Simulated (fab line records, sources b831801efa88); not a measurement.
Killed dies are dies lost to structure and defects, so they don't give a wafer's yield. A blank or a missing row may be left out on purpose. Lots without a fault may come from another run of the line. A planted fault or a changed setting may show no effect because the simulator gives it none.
Problem report in the 8D (eight disciplines) form, filled by code | flow sky130 | the parts of the form that need people (team, actions taken, sign-off) are left out

1. THE PROBLEM
GATE_OXIDE_OXIDATION_00_THK at SKY_GATE_OXIDE_THK_MEAS_02 reads a mean of 8.86 nm on 6 wafers of 2 lots; wafers without a fault read 10.39 nm with a standard deviation of 0.24. That is -6.4 standard deviations from the usual mean.
First seen on wafer L407.1, day 16 03:11, on film_metro-01. The record holds 36 wafers of 12 lots with a number at this step. Rule for "out", or "out of limits": more than 4 standard deviations from the usual mean. The other wafers with a number count as sound.

2. WHAT IT IS AND WHAT IT IS NOT
question                    | is                          | is not
which readings at this step | GATE_OXIDE_OXIDATION_00_THK | -
which lots                  | L407, L409                  | L399, L400, L401, L403, L405, L406, L408, L417, L418, L419
which wafers of those lots  | all that have a number      | -
read on which gauges        | film_metro-01               | film_metro-04
when                        | from day 16 03:11           | up to then (18 sound wafers); but 12 sound wafers of L408, L417, L418, L419 came after

3. SUSPECTS, AND WHAT RULES EACH OUT
Counting: a tool at a process step up to the reading stays a suspect if it ran every lot that is out and no sound lot after the first of them.
- the gauge at SKY_GATE_OXIDE_THK_MEAS_02: ruled out. All the wafers that are out were read on film_metro-01, but those of them that SKY_GATE_OXIDE_OXIDATION_01 has rows for are out there too, on other tools.
- furnace-01 at SKY_GATE_OXIDE_OXIDATION_01 (stabilise 600 s, purge 300 s, target thk 10.268 nm): ruled out as a lasting fault. Sound lots L418, L419 ran on it after its first lot that is out, L407 (day 16 01:46).
Left after counting: nothing in the record.

4. THE CAUSE (what the simulator had put in)
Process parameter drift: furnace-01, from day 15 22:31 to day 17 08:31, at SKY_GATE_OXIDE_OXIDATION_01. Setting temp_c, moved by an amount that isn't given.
Counting ruled it out, wrongly: the rule takes a fault to strike every lot that its tool runs from its start on, and this one did not.

5. THE CHAIN OF EFFECTS, in route order
Each row: a reading whose mean over the struck wafers that have a number lies more than 3 standard deviations from the usual. Only readings for which the record gives a usual standard deviation are gone through. hours: the time from each lot's start at the first step in this table that gives one to its start at this step, as a median over the lots. sigmas: the change in usual standard deviations.
hours | step                        | reading                     | usual    | on struck wafers | change | sigmas
0     | SKY_GATE_OXIDE_OXIDATION_01 | spike_tc_centre_C           | 900.2 C  | 885.4            | -14.8  | -11
0     | SKY_GATE_OXIDE_OXIDATION_01 | spike_tc_lower_C            | 900.9 C  | 885.5            | -15.4  | -15
0     | SKY_GATE_OXIDE_OXIDATION_01 | spike_tc_top_C              | 913.4 C  | 897.8            | -15.6  | -13
0     | SKY_GATE_OXIDE_OXIDATION_01 | spike_tc_upper_C            | 901.0 C  | 885.7            | -15.3  | -14
1     | SKY_GATE_OXIDE_THK_MEAS_02  | GATE_OXIDE_OXIDATION_00_THK | 10.39 nm | 8.86             | -1.53  | -6.4
The process steps in it:
- SKY_GATE_OXIDE_OXIDATION_01: stabilise 600 s, purge 300 s, target thk 10.268 nm.
Later measuring or inspecting steps at which every struck wafer that the step has a row for has a number for every such reading, and none has moved that far: SKY_LI_CONTACT_THK_MEAS_23.

6. WHAT WOULD HAVE CAUGHT IT SOONER
In this record the first reading out of limits at a measuring or inspecting step was taken at day 16 03:11, 5 hours after the fault began at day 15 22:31.
The tool's own readings at SKY_GATE_OXIDE_OXIDATION_01 were out on every struck wafer that the step has a row for (spike_tc_centre_C, spike_tc_lower_C, spike_tc_top_C, spike_tc_upper_C): an alarm limit on them would have fired on the first of those.
